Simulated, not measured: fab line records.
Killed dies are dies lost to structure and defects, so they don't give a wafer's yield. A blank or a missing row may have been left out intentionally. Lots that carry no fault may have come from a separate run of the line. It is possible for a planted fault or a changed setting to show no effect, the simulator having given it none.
fab line records | flow sky130
record lots=12 | wafers=36 | last_day=50
route steps=708 shown POLY_GATE@231 LDD_P@263 LDD_HVP@286 PAD_OPEN@708
lots with no fault: from the same line, run without faults
start_h: hours from the record's first day to the start of the lot's first wafer shown | wait_h: hours from the lot's prior step to this one | " the same as in the row above | L1.1+2: one row covering several wafers at once | - no value, or no start was given | * or withheld: withheld | < > ~ a bound
route shown NAME@n: a module of which the file shows steps, and the number in the route of the first | usual: the fault-free wafers' mean and standard deviation | same: alike in all rows | chamber/n: place in a boat | sites: readings site by site | _std_site: standard deviation across them | _edge_site: inner sites' mean taken away from outer sites' mean | radius_mm: how far each site lies from the wafer's centre | mask NAME#n: copy n | behind: the last tool/chamber to shape the wafer | hold: why the lot was held/for how many hours/how that ended | device: the transistor (n, p or np) that didn't switch | end of line: the tests these same wafers got at the end of their route | a step given without rows: its recipe and nothing more | killed: the dies lost at the first sort to structure and to defects; this is not the yield of the wafer | map: a wafer's dies, marking killed ones x, the rest . and places with no die _
set.NAME: the setting the step ran with; set.NAME@STEP: the setting that earlier step ran with | model.NAME: the simulator's own value behind a step, which no gauge read
steps of the route over a sample of lots; a table a step, a row a wafer
services: a tool's chamber out of use, with start hour (start_h, from the record's first day; less than 0 if before it), hours out, and reason
## steps
# step SKY_POLY_GATE_ETCH_17
# recipe target_depth_nm=180 | stop_on=SiO2 | over_etch_frac=0.56667 | chemistry=HBr/Cl2 | target=poly-Si | icp_w=400 | bias_w=100 | pressure_mtorr=10 | HBr_flow_sccm=150 | Cl2_flow_sccm=50 | time_s=70.5
# usual HBr_flow_sccm=150.0/0.47 | drypump_motor_current_A=5.75/0.24 | oes_product_au=0.986/0.0072 | throttle_valve_pct=33.684/0.0099
lot.wafer | tool      | chamber | start_h | wait_h | HBr_flow_sccm | drypump_motor_current_A | oes_product_au | rf_hours_counter_h | throttle_valve_pct
L684.1    | rie_si-02 | 0       | 394.90  | 0.0    | 149.8         | 5.68                    | 0.984          | 72                 | 33.691
L684.2    | "         | 1       | "       | "      | 150.3         | 5.39                    | 0.989          | 34                 | 33.693
L684.6    | "         | 2       | "       | "      | 150.7         | 6.07                    | 0.986          | -                  | 33.685
L685.2    | rie_si-01 | 1       | 408.22  | 0.0    | 149.5         | 6.09                    | 0.982          | 25                 | 33.695
L685.5    | "         | 2       | "       | "      | 149.9         | 5.74                    | 0.993          | -                  | 33.687
L685.6    | "         | 1       | "       | "      | 149.5         | 6.09                    | 0.989          | -                  | 33.679
L690.3    | rie_si-01 | 2       | 443.55  | 0.0    | 150.0         | 5.73                    | 0.987          | 1                  | 33.694
L690.4    | "         | 0       | "       | "      | 149.7         | 5.89                    | 0.980          | -                  | 33.691
L690.5    | "         | 1       | "       | "      | 149.9         | 6.07                    | 0.978          | -                  | 33.676
L691.1    | rie_si-02 | 2       | 458.40  | 0.0    | 150.5         | 6.05                    | 0.982          | 20                 | 33.695
L691.5    | "         | 1       | "       | "      | 150.4         | 5.39                    | 0.980          | -                  | 33.665
L691.6    | "         | 0       | "       | "      | 150.3         | 5.68                    | 0.980          | -                  | 33.689
L695.2    | rie_si-02 | 1       | 490.02  | 0.0    | 151.3         | 5.39                    | 0.995          | 35                 | 33.691
L695.4    | "         | 3       | "       | "      | 149.8         | 5.69                    | 0.996          | 7                  | 33.689
L695.5    | "         | 0       | "       | "      | 150.5         | 5.67                    | 0.993          | -                  | 33.671
L696.3    | rie_si-01 | 0       | 499.00  | 0.0    | 150.1         | 5.78                    | 0.996          | 3                  | 33.689
L696.4    | "         | 2       | "       | "      | 149.6         | 5.74                    | 0.986          | 2                  | 33.694
L696.5    | "         | 0       | "       | "      | 150.5         | 5.79                    | 1.000          | -                  | 33.667
L697.3    | rie_si-02 | 0       | 508.59  | 0.0    | 150.6         | 5.70                    | 0.991          | 1                  | 33.695
L697.5    | "         | 2       | "       | "      | 150.1         | 6.07                    | 0.974          | -                  | 33.690
L697.6    | "         | 1       | "       | "      | 149.5         | 5.38                    | 0.978          | -                  | 33.673
L699.2    | rie_si-02 | 2       | 524.69  | 0.0    | 150.5         | 6.08                    | 0.996          | 20                 | 33.659
L699.4    | "         | 0       | "       | "      | 150.3         | 5.69                    | 0.983          | 1                  | 33.672
L699.6    | "         | 3       | "       | "      | 150.4         | 5.71                    | 0.995          | -                  | 33.678
L701.1    | rie_si-02 | 2       | 538.62  | 0.0    | 150.2         | 6.07                    | 0.993          | 20                 | 33.668
L701.3    | "         | 0       | "       | "      | 150.0         | 5.70                    | 0.983          | 1                  | 33.689
L701.6    | "         | 2       | "       | "      | 149.9         | 6.08                    | 0.979          | -                  | 33.690
L703.4    | rie_si-02 | 2       | 561.75  | 0.0    | 149.5         | 6.06                    | 0.981          | 20                 | 33.677
L703.5    | "         | 0       | "       | "      | 148.9         | 5.70                    | 0.988          | -                  | 33.706
L703.6    | "         | 1       | "       | "      | 150.4         | 5.38                    | 0.988          | -                  | 33.690
L704.1    | rie_si-01 | 1       | 573.50  | 0.0    | 151.0         | 6.08                    | 0.982          | 26                 | 33.680
L704.4    | "         | 0       | "       | "      | 149.7         | 5.83                    | 0.984          | 4                  | 33.674
L704.6    | "         | 0       | "       | "      | 149.5         | 5.87                    | 0.983          | -                  | 33.697
L705.1    | rie_si-01 | 1       | 582.97  | 0.0    | 150.4         | 6.10                    | 0.995          | 26                 | 33.680
L705.4    | "         | 0       | "       | "      | 150.1         | 5.84                    | 0.993          | 4                  | 33.676
L705.6    | "         | 1       | "       | "      | 150.3         | 6.08                    | 0.989          | -                  | 33.683
# step SKY_POLY_GATE_CD_MEAS_22
# usual cd_nm=150.5/2
lot.wafer | tool      | chamber | start_h | wait_h | cd_nm
L684.1    | cd_sem-02 | -       | 396.42  | 0.1    | 147.9
L684.2    | "         | -       | "       | "      | 147.1
L684.6    | "         | -       | "       | "      | 146.3
L685.2    | cd_sem-02 | -       | 411.57  | 0.1    | 150.3
L685.5    | "         | -       | "       | "      | 149.7
L685.6    | "         | -       | "       | "      | 149.1
L690.3    | cd_sem-01 | -       | 445.12  | 0.1    | 149.0
L690.4    | "         | -       | "       | "      | 151.5
L690.5    | "         | -       | "       | "      | 148.7
L691.1    | cd_sem-01 | -       | 459.92  | 0.1    | 152.3
L691.5    | "         | -       | "       | "      | 146.9
L691.6    | "         | -       | "       | "      | 151.3
L695.2    | cd_sem-01 | -       | 492.84  | 0.1    | 148.4
L695.4    | "         | -       | "       | "      | 147.6
L695.5    | "         | -       | "       | "      | 149.5
L696.3    | cd_sem-01 | -       | 500.57  | 0.1    | 152.7
L696.4    | "         | -       | "       | "      | 149.9
L696.5    | "         | -       | "       | "      | 149.5
L697.3    | cd_sem-01 | -       | 510.96  | 0.1    | 152.7
L697.5    | "         | -       | "       | "      | 149.6
L697.6    | "         | -       | "       | "      | 150.8
L699.2    | cd_sem-01 | -       | 526.24  | 0.1    | 151.2
L699.4    | "         | -       | "       | "      | 153.4
L699.6    | "         | -       | "       | "      | 152.1
L701.1    | cd_sem-01 | -       | 540.13  | 0.1    | 151.9
L701.3    | "         | -       | "       | "      | 152.0
L701.6    | "         | -       | "       | "      | 152.4
L703.4    | cd_sem-01 | -       | 563.35  | 0.1    | 150.1
L703.5    | "         | -       | "       | "      | 152.0
L703.6    | "         | -       | "       | "      | 150.1
L704.1    | cd_sem-02 | -       | 575.02  | 0.1    | 151.3
L704.4    | "         | -       | "       | "      | 151.6
L704.6    | "         | -       | "       | "      | 150.8
L705.1    | cd_sem-01 | -       | 585.05  | 0.1    | 149.0
L705.4    | "         | -       | "       | "      | 147.7
L705.6    | "         | -       | "       | "      | 148.5
# step SKY_LDD_P_OVL_MEAS_08
# usual LDD_P_OVL=0.0/1.6
lot.wafer | tool       | chamber | start_h | wait_h | LDD_P_OVL[nm]
L684.1    | overlay-02 | -       | 459.33  | 0.1    | 2.5
L684.2    | "          | -       | "       | "      | 0.7
L684.6    | "          | -       | "       | "      | 2.3
L685.2    | overlay-01 | -       | 474.58  | 0.1    | 1.2
L685.5    | "          | -       | "       | "      | -0.4
L685.6    | "          | -       | "       | "      | 0.9
L690.3    | overlay-02 | -       | 508.04  | 0.1    | 1.3
L690.4    | "          | -       | "       | "      | 0.4
L690.5    | "          | -       | "       | "      | 2.5
L691.1    | overlay-02 | -       | 523.12  | 0.1    | -0.7
L691.5    | "          | -       | "       | "      | -0.1
L691.6    | "          | -       | "       | "      | -0.5
L695.2    | overlay-01 | -       | 554.66  | 0.1    | 1.6
L695.4    | "          | -       | "       | "      | 1.2
L695.5    | "          | -       | "       | "      | 1.8
L696.3    | overlay-01 | -       | 562.86  | 0.1    | -1.5
L696.4    | "          | -       | "       | "      | -2.8
L696.5    | "          | -       | "       | "      | -2.6
L697.3    | overlay-01 | -       | 575.54  | 0.1    | -3.1
L697.5    | "          | -       | "       | "      | -2.6
L697.6    | "          | -       | "       | "      | -1.5
L699.2    | overlay-02 | -       | 587.31  | 0.1    | 0.8
L699.4    | "          | -       | "       | "      | -1.3
L699.6    | "          | -       | "       | "      | 1.0
L701.1    | overlay-01 | -       | 600.55  | 0.1    | -1.3
L701.3    | "          | -       | "       | "      | -1.5
L701.6    | "          | -       | "       | "      | -1.6
L703.4    | overlay-02 | -       | 627.37  | 0.1    | 1.8
L703.5    | "          | -       | "       | "      | 3.0
L703.6    | "          | -       | "       | "      | 2.9
L704.1    | overlay-02 | -       | 634.72  | 0.1    | 0.2
L704.4    | "          | -       | "       | "      | 0.3
L704.6    | "          | -       | "       | "      | -0.4
L705.1    | overlay-01 | -       | 644.47  | 0.1    | -1.4
L705.4    | "          | -       | "       | "      | -0.7
L705.6    | "          | -       | "       | "      | -1.3
# step SKY_LDD_HVP_IMPLANT_08
# recipe species=B | energy_kev=20 | dose_cm2=1.7e+13 | tilt_deg=17.9
# usual beam_energy_keV=20.000/0.0055
lot.wafer | tool         | chamber | start_h | wait_h | beam_energy_keV
L684.1    | implanter-03 | 0       | 521.44  | 0.0    | 19.986
L684.2    | "            | 0       | "       | "      | 19.998
L684.6    | "            | 0       | "       | "      | 19.991
L685.2    | implanter-02 | 0       | 536.99  | 0.0    | 19.997
L685.5    | "            | 0       | "       | "      | 20.012
L685.6    | "            | 0       | "       | "      | 20.005
L685.2    | implanter-02 | 0       | 537.31  | 0.3    | 20.000
L685.5    | "            | 0       | "       | "      | 20.012
L685.6    | "            | 0       | "       | "      | 19.998
L690.3    | implanter-04 | 0       | 569.35  | 0.1    | 19.994
L690.4    | "            | 0       | "       | "      | 20.009
L690.5    | "            | 0       | "       | "      | 19.997
L690.3    | implanter-04 | 0       | 569.67  | 0.3    | 20.002
L690.4    | "            | 0       | "       | "      | 19.996
L690.5    | "            | 0       | "       | "      | 20.007
L691.1    | implanter-04 | 0       | 583.57  | 0.0    | 20.001
L691.5    | "            | 0       | "       | "      | 20.006
L691.6    | "            | 0       | "       | "      | 20.006
L691.1    | implanter-04 | 0       | 583.88  | 0.3    | 19.996
L691.5    | "            | 0       | "       | "      | 19.996
L691.6    | "            | 0       | "       | "      | 19.996
L695.2    | implanter-03 | 0       | 613.39  | 0.0    | 19.994
L695.4    | "            | 0       | "       | "      | 19.995
L695.5    | "            | 0       | "       | "      | 19.987
L696.3    | implanter-02 | 0       | 622.70  | 0.1    | 20.002
L696.4    | "            | 0       | "       | "      | 20.002
L696.5    | "            | 0       | "       | "      | 20.002
L697.3    | implanter-02 | 0       | 634.75  | 0.1    | 20.007
L697.5    | "            | 0       | "       | "      | 20.004
L697.6    | "            | 0       | "       | "      | 20.005
L699.2    | implanter-03 | 0       | 646.57  | 0.0    | 19.996
L699.4    | "            | 0       | "       | "      | 19.992
L699.6    | "            | 0       | "       | "      | 20.006
L701.1    | implanter-02 | 0       | 659.47  | 0.0    | 19.995
L701.3    | "            | 0       | "       | "      | 19.996
L701.6    | "            | 0       | "       | "      | 20.005
L703.4    | implanter-03 | 0       | 685.52  | 0.1    | 19.997
L703.5    | "            | 0       | "       | "      | 20.001
L703.6    | "            | 0       | "       | "      | 19.999
L704.1    | implanter-02 | 0       | 691.57  | 0.0    | 19.989
L704.4    | "            | 0       | "       | "      | 20.005
L704.6    | "            | 0       | "       | "      | 19.999
L705.1    | implanter-04 | 0       | 702.20  | 0.0    | 20.000
L705.4    | "            | 0       | "       | "      | 19.998
L705.6    | "            | 0       | "       | "      | 19.991
# step SKY_LDD_HVP_TW_MEAS_10
# usual LDD_HVP_TW=454/4
lot.wafer | tool          | chamber | start_h | wait_h | LDD_HVP_TW
L684.1    | film_metro-01 | -       | 521.69  | 0.1    | 458
L684.2    | "             | -       | "       | "      | 459
L684.6    | "             | -       | "       | "      | 460
L685.2    | film_metro-01 | -       | 537.58  | 0.1    | 569
L685.5    | "             | -       | "       | "      | 570
L685.6    | "             | -       | "       | "      | 564
L690.3    | film_metro-01 | -       | 569.89  | 0.1    | 565
L690.4    | "             | -       | "       | "      | 568
L690.5    | "             | -       | "       | "      | 570
L691.1    | film_metro-03 | -       | 584.13  | 0.1    | 555
L691.5    | "             | -       | "       | "      | 556
L691.6    | "             | -       | "       | "      | 556
L695.2    | film_metro-01 | -       | 613.63  | 0.1    | 457
L695.4    | "             | -       | "       | "      | 457
L695.5    | "             | -       | "       | "      | 457
L696.3    | film_metro-01 | -       | 622.92  | 0.1    | 458
L696.4    | "             | -       | "       | "      | 458
L696.5    | "             | -       | "       | "      | 457
L697.3    | film_metro-04 | -       | 634.97  | 0.1    | 455
L697.5    | "             | -       | "       | "      | 450
L697.6    | "             | -       | "       | "      | 453
L699.2    | film_metro-03 | -       | 646.80  | 0.1    | 445
L699.4    | "             | -       | "       | "      | 446
L699.6    | "             | -       | "       | "      | 446
L701.1    | film_metro-01 | -       | 659.72  | 0.1    | 457
L701.3    | "             | -       | "       | "      | 457
L701.6    | "             | -       | "       | "      | 456
L703.4    | film_metro-01 | -       | 685.72  | 0.1    | 458
L703.5    | "             | -       | "       | "      | 458
L703.6    | "             | -       | "       | "      | 461
L704.1    | film_metro-04 | -       | 691.82  | 0.1    | 456
L704.4    | "             | -       | "       | "      | 453
L704.6    | "             | -       | "       | "      | 453
L705.1    | film_metro-04 | -       | 702.45  | 0.1    | 455
L705.4    | "             | -       | "       | "      | 454
L705.6    | "             | -       | "       | "      | 454
# step SKY_PAD_OPEN_PROBE_99
# usual killed_at_M0_to_M3=43/7.2 | killed_at_M4_up=3.0/2 | killed_at_contacts=24/5.5 | killed_at_front_end=15/4.2 | killed_at_other=0.3/0.51 | killed_dies=85/10 | killed_open=46/7.3 | killed_short=38/6.4
# same gross_dies=492 | killed_at_back_side=0
lot.wafer | tool      | chamber | start_h | wait_h | killed_at_M0_to_M3 | killed_at_M4_up | killed_at_contacts | killed_at_front_end | killed_at_other | killed_dies | killed_open | killed_short
L684.1    | prober-02 | -       | 1093.38 | 0.1    | 42                 | 0               | 18                 | 17                  | 1               | 78          | 53          | 25
L684.2    | prober-02 | -       | 1093.43 | 0.1    | 41                 | 5               | 17                 | 23                  | 0               | 86          | 49          | 37
L684.6    | prober-02 | -       | 1093.63 | 0.2    | 49                 | 3               | 27                 | 16                  | 1               | 96          | 56          | 40
L691.1    | prober-01 | -       | 1139.22 | 0.1    | 42                 | 2               | 39                 | 18                  | 0               | 101         | 53          | 48
L691.5    | prober-01 | -       | 1139.42 | 0.2    | 58                 | 3               | 25                 | 16                  | 0               | 102         | 56          | 46
L691.6    | prober-01 | -       | 1139.47 | 0.2    | 55                 | 1               | 27                 | 12                  | 0               | 95          | 57          | 38
L695.2    | prober-02 | -       | 1156.60 | 0.1    | 46                 | 6               | 27                 | 17                  | 0               | 96          | 52          | 44
L695.4    | prober-02 | -       | 1156.70 | 0.2    | 42                 | 4               | 24                 | 22                  | 0               | 92          | 47          | 45
L695.5    | prober-02 | -       | 1156.75 | 0.2    | 34                 | 3               | 22                 | 14                  | 0               | 73          | 32          | 41
L696.3    | prober-01 | -       | 1163.05 | 0.2    | 47                 | 3               | 15                 | 14                  | 0               | 79          | 42          | 37
L696.4    | prober-01 | -       | 1163.10 | 0.2    | 50                 | 0               | 19                 | 24                  | 0               | 93          | 59          | 34
L696.5    | prober-01 | -       | 1163.15 | 0.2    | 33                 | 2               | 18                 | 16                  | 0               | 69          | 38          | 31
L697.3    | prober-02 | -       | 1171.93 | 0.2    | 33                 | 4               | 26                 | 16                  | 0               | 79          | 46          | 33
L697.5    | prober-02 | -       | 1172.03 | 0.2    | 38                 | 6               | 21                 | 16                  | 0               | 81          | 49          | 32
L697.6    | prober-02 | -       | 1172.08 | 0.2    | 44                 | 1               | 26                 | 17                  | 0               | 88          | 55          | 33
L703.4    | prober-02 | -       | 1197.74 | 0.2    | 56                 | 3               | 17                 | 19                  | 1               | 96          | 52          | 44
L703.5    | prober-02 | -       | 1197.79 | 0.2    | 47                 | 3               | 22                 | 17                  | 0               | 89          | 54          | 35
L703.6    | prober-02 | -       | 1197.84 | 0.2    | 44                 | 3               | 24                 | 11                  | 0               | 82          | 43          | 39
L704.1    | prober-01 | -       | 1203.48 | 0.1    | 42                 | 4               | 23                 | 12                  | 0               | 81          | 41          | 40
L704.4    | prober-01 | -       | 1203.63 | 0.2    | 30                 | 4               | 20                 | 15                  | 0               | 69          | 37          | 32
L704.6    | prober-01 | -       | 1203.73 | 0.2    | 46                 | 9               | 32                 | 14                  | 0               | 101         | 54          | 47
# killed by level:class
L684.1 VIA3:geometric_particle:open=12 CONTACT:geometric_particle:open=7 VIA2:geometric_particle:open=6 LI_CONTACT:geometric_particle:open=5 FIELD_ISO:geometric_particle:short=4 VIA1:geometric_particle:open=4 FIELD_ISO:geometric_particle:open=4 METAL1:geometric_particle:short=4
L684.2 FIELD_ISO:geometric_particle:open=9 CONTACT:geometric_particle:open=8 METAL2:geometric_particle:short=8 VIA2:geometric_particle:open=7 VIA1:geometric_particle:open=7 VIA1:geometric_particle:short=6 POLY_GATE:geometric_particle:open=5 CONTACT:geometric_particle:short=3
L684.6 VIA1:geometric_particle:open=12 CONTACT:geometric_particle:open=11 VIA3:geometric_particle:short=8 VIA3:geometric_particle:open=7 VIA2:geometric_particle:open=6 POLY_GATE:geometric_particle:open=5 LI_CONTACT:geometric_particle:open=5 FIELD_ISO:geometric_particle:open=4
L691.1 CONTACT:geometric_particle:open=13 VIA1:geometric_particle:open=12 LI_CONTACT:geometric_particle:open=7 LOCAL_INTERCONNECT:geometric_particle:short=7 METAL2:geometric_particle:short=6 VIA2:geometric_particle:open=6 CONTACT:geometric_particle:short=5 METAL1:geometric_particle:short=5
L691.5 VIA1:geometric_particle:open=18 CONTACT:geometric_particle:open=10 METAL1:geometric_particle:short=7 VIA1:geometric_particle:short=7 VIA3:geometric_particle:open=7 FIELD_ISO:geometric_particle:open=5 POLY_GATE:geometric_particle:open=5 VIA3:geometric_particle:short=5
L691.6 VIA1:geometric_particle:open=14 CONTACT:geometric_particle:open=10 VIA2:geometric_particle:open=10 LI_CONTACT:geometric_particle:open=7 METAL1:geometric_particle:short=7 FIELD_ISO:geometric_particle:open=5 VIA3:geometric_particle:open=5 VIA1:geometric_particle:short=4
L695.2 VIA1:geometric_particle:open=12 CONTACT:geometric_particle:open=9 LI_CONTACT:geometric_particle:open=8 VIA2:geometric_particle:open=7 METAL2:geometric_particle:short=7 FIELD_ISO:geometric_particle:open=5 METAL4:geometric_particle:short=5 POLY_GATE:geometric_particle:short=4
L695.4 METAL2:geometric_particle:short=9 POLY_GATE:geometric_particle:short=8 LI_CONTACT:geometric_particle:open=8 CONTACT:geometric_particle:open=8 VIA1:geometric_particle:open=8 VIA3:geometric_particle:open=7 VIA2:geometric_particle:open=5 FIELD_ISO:geometric_particle:open=4
L695.5 VIA1:geometric_particle:open=7 CONTACT:geometric_particle:short=7 VIA3:geometric_particle:open=6 CONTACT:geometric_particle:open=5 POLY_GATE:geometric_particle:short=4 LI_CONTACT:geometric_particle:short=4 LOCAL_INTERCONNECT:geometric_particle:short=3 METAL1:geometric_particle:short=3
L696.3 VIA1:geometric_particle:open=14 VIA2:geometric_particle:open=9 METAL1:geometric_particle:short=7 CONTACT:geometric_particle:short=5 FIELD_ISO:geometric_particle:short=4 VIA1:geometric_particle:short=4 FIELD_ISO:geometric_particle:open=3 VIA3:geometric_particle:open=3
L696.4 VIA1:geometric_particle:open=10 VIA2:geometric_particle:open=9 POLY_GATE:geometric_particle:open=9 CONTACT:geometric_particle:open=7 VIA3:geometric_particle:open=7 FIELD_ISO:geometric_particle:open=5 METAL2:geometric_particle:short=5 VIA3:geometric_particle:short=5
L696.5 VIA1:geometric_particle:open=9 CONTACT:geometric_particle:open=7 POLY_GATE:geometric_particle:short=6 LI_CONTACT:geometric_particle:open=5 VIA3:geometric_particle:open=5 VIA3:geometric_particle:short=5 FIELD_ISO:geometric_particle:open=3 POLY_GATE:geometric_particle:open=3
L697.3 CONTACT:geometric_particle:open=11 VIA1:geometric_particle:open=9 LI_CONTACT:geometric_particle:open=7 LOCAL_INTERCONNECT:geometric_particle:short=5 VIA3:geometric_particle:open=5 FIELD_ISO:geometric_particle:short=4 POLY_GATE:geometric_particle:open=4 VIA1:geometric_particle:short=4
L697.5 VIA1:geometric_particle:open=10 LI_CONTACT:geometric_particle:open=7 VIA2:geometric_particle:open=7 VIA3:geometric_particle:open=6 FIELD_ISO:geometric_particle:short=4 CONTACT:geometric_particle:open=4 LOCAL_INTERCONNECT:geometric_particle:short=4 CONTACT:geometric_particle:short=4
L697.6 CONTACT:geometric_particle:open=11 VIA1:geometric_particle:open=11 VIA3:geometric_particle:open=9 LI_CONTACT:geometric_particle:open=8 VIA1:geometric_particle:short=8 POLY_GATE:geometric_particle:short=5 FIELD_ISO:geometric_particle:short=4 FIELD_ISO:geometric_particle:open=4
L703.4 VIA1:geometric_particle:open=17 POLY_GATE:geometric_particle:short=6 LI_CONTACT:geometric_particle:open=6 VIA3:geometric_particle:open=6 VIA1:geometric_particle:short=5 CONTACT:geometric_particle:open=5 METAL2:geometric_particle:short=5 METAL3:geometric_particle:short=5
L703.5 VIA1:geometric_particle:open=12 CONTACT:geometric_particle:open=11 METAL1:geometric_particle:short=9 LI_CONTACT:geometric_particle:open=7 FIELD_ISO:geometric_particle:short=6 VIA3:geometric_particle:open=5 VIA2:geometric_particle:short=5 POLY_GATE:geometric_particle:open=4
L703.6 LI_CONTACT:geometric_particle:open=8 VIA3:geometric_particle:open=8 CONTACT:geometric_particle:open=7 LOCAL_INTERCONNECT:geometric_particle:short=6 METAL1:geometric_particle:short=5 VIA1:geometric_particle:open=5 VIA2:geometric_particle:open=5 VIA2:geometric_particle:short=4
L704.1 METAL2:geometric_particle:short=10 VIA1:geometric_particle:open=9 LI_CONTACT:geometric_particle:open=7 VIA2:geometric_particle:open=7 CONTACT:geometric_particle:open=6 LI_CONTACT:geometric_particle:short=5 CONTACT:geometric_particle:short=4 VIA1:geometric_particle:short=4
L704.4 METAL1:geometric_particle:short=9 CONTACT:geometric_particle:open=9 CONTACT:geometric_particle:short=6 VIA1:geometric_particle:open=5 FIELD_ISO:geometric_particle:open=4 VIA1:geometric_particle:short=4 SPACER:geometric_particle:open=3 LOCAL_INTERCONNECT:geometric_particle:open=3
L704.6 CONTACT:geometric_particle:open=15 METAL2:geometric_particle:short=10 LI_CONTACT:geometric_particle:open=9 METAL1:geometric_particle:short=8 VIA1:geometric_particle:open=8 METAL4:geometric_particle:short=7 VIA3:geometric_particle:open=6 CONTACT:geometric_particle:short=5
## services
tool         | chamber | start_h | hours | kind
implanter-02 | -       | 399.04  | 3.9   | pm
implanter-03 | -       | 413.90  | 2.6   | repair
rie_si-01    | 3       | 419.73  | 38.8  | repair
rie_si-01    | -       | 425.04  | 15.6  | pm
rie_si-02    | 0       | 426.54  | -     | clean
rie_si-02    | 0       | 426.54  | 12.6  | scheduled_down
implanter-04 | -       | 459.45  | 5.1   | repair
implanter-04 | -       | 462.45  | 2.5   | repair
implanter-04 | -       | 475.28  | 1.4   | repair
implanter-04 | -       | 485.54  | 11.1  | repair
implanter-02 | -       | 486.14  | 4.9   | pm
implanter-02 | -       | 509.15  | 1.8   | repair
implanter-03 | -       | 528.62  | 19.5  | pm
implanter-04 | -       | 540.93  | 0.9   | repair
implanter-02 | -       | 574.09  | 1.4   | repair
implanter-02 | -       | 585.12  | 6.6   | repair
rie_si-02    | -       | 589.74  | 0.6   | repair
rie_si-02    | 3       | 595.08  | 15.9  | repair
implanter-02 | -       | 614.53  | 7.2   | repair
rie_si-02    | 2       | 615.24  | 5.7   | repair
rie_si-02    | -       | 637.48  | 14.6  | pm
implanter-03 | -       | 661.16  | 14.7  | pm
implanter-04 | -       | 673.35  | 4.7   | pm
rie_si-02    | -       | 696.71  | 0.1   | repair
## key
first_sign step=SKY_LDD_HVP_IMPLANT_08 | reading=visit | direction=added
effect step=SKY_LDD_HVP_TW_MEAS_10 | reading=LDD_HVP_TW | direction=up | sigmas=27 | usual=454 | struck=564
met_at SKY_LDD_HVP_IMPLANT_08
struck_lots L685,L690,L691
tester_left_out L685,L690,L691
not_acting_at SKY_POLY_GATE_ETCH_17,SKY_POLY_GATE_CD_MEAS_22,SKY_LDD_P_OVL_MEAS_08
fault kind=repeated_step_whole | tool=implanter-02,implanter-03,implanter-04 | chamber=- | onset_h=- | steps=SKY_LDD_HVP_IMPLANT_08 | times=1 | scope=struck_lots_only
# tester_left_out: of these lots the tester's yield and bins aren't shown, on N5 and GAA mostly nor the transistor test; their killed dies are dies lost to structure and defects alone, not to doping, threshold or leakage, so they don't give the yield
